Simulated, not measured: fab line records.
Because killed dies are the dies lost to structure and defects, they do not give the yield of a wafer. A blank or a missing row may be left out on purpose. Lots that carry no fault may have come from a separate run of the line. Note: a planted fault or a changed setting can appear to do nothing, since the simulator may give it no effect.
Split-lot study ; flow gf180mcu ; route with 602 steps; 5 lots, 23 wafers read

## ON THE SPLIT
At GF_HV_LDD_DEVELOP_18 (develop time 60 s), the setting developTimeS was moved away from the recipe's 60 s on 8 of the 23 wafers read, by -8.2% to +13.6%. This setting was run at the recipe's value on the other wafers.

The file shows no step between the split and the reading.

## THE READING
cdNm at GF_HV_LDD_CD_MEAS_19, given in nm (cd target 400 nm). A value of 400.6 nm with a standard deviation of 1.9 nm is what fault-free wafers of this fab line usually give.

wafer;tool, chamber at the split;developTimeS as run, s;against the recipe;cdNm, nm;against lot-mates on the recipe
L075.2;lithoTrack-04, 0;60;recipe;395.8;-
L075.3;lithoTrack-04, 0;60;recipe;397.3;-
L075.4;lithoTrack-04, 0;60;recipe;397.6;-
L077.1;lithoTrack-03, 0;60;recipe;398.9;-
L077.2;lithoTrack-03, 0;60;recipe;402.2;-
L077.3;lithoTrack-03, 0;60;recipe;402.5;-
L077.4;lithoTrack-03, 0;60;recipe;400.6;-
L077.6;lithoTrack-03, 0;60;recipe;400.6;-
L080.2;lithoTrack-04, 0;60;recipe;400.0;-
L080.3;lithoTrack-04, 0;60;recipe;402.1;-
L080.4;lithoTrack-04, 0;56.19;-6.3%;394.0;-7.1
L080.5;lithoTrack-04, 0;56.19;-6.3%;394.6;-6.4
L080.6;lithoTrack-04, 0;56.19;-6.3%;393.4;-7.7
L081.1;lithoTrack-04, 0;60;recipe;402.3;-
L081.2;lithoTrack-04, 0;55.11;-8.2%;391.3;-10.7
L081.3;lithoTrack-04, 0;55.11;-8.2%;392.3;-9.7
L081.5;lithoTrack-04, 0;60;recipe;401.6;-
L081.6;lithoTrack-04, 0;55.11;-8.2%;391.3;-10.7
L082.2;lithoTrack-02, 0;68.16;+13.6%;413.1;+11.0
L082.3;lithoTrack-02, 0;60;recipe;402.6;-
L082.4;lithoTrack-02, 0;60;recipe;402.5;-
L082.5;lithoTrack-02, 0;60;recipe;401.1;-
L082.6;lithoTrack-02, 0;68.16;+13.6%;412.7;+10.6

FIT RESULTS
A straight line over all 23 wafers: cdNm changes by +0.977 nm for each +1% of developTimeS; r = +0.95; the points scatter about the line by 1.8 nm.
The same after taking each lot's own level away (the mean of its wafers on the recipe; 23 wafers): +0.972 nm for each +1%; r = +0.97; scatter 1.3 nm.
The reading moves by 13 nm for the largest change in developTimeS, on that fit.
Across the lots, their own levels run from 396.90 to 402.07 nm, a range of 2.7 times the standard deviation given above.
The two slopes are in agreement: the lot-to-lot level therefore moves the slope only a little.
Check: for one of the wafers moved furthest among these (+13.6%), held out of the fit, the line's prediction against its lot-mates is +13.4 nm. It came out at +11 nm against them.

## THE OTHER SPLITS THESE WAFERS WENT THROUGH
Note: prior to the reading, these wafers also went through further splits. Each is held against what the fit with the lots' levels taken away leaves over:
other split on the same wafers;wafers away from the commonest value;r with cdNm (lot level and that fit taken away)
GF_VT_IMPLANT_IMPLANT_30 doseCm2;10;+0.20
GF_VT_IMPLANT_SOFTBAKE_36 tempC;6;+0.13
GF_POLY_GATE_EXPOSE_07 doseMj;7;+0.11
GF_POLY_GATE_OXIDATION_16 tempC;5;+0.33
GF_HV_LDD_DEVELOP_06 developTimeS;10;-0.08

## FILE'S OWN FIT
cdNm changes by +0.946 nm for each +1% of developTimeS, r = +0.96.
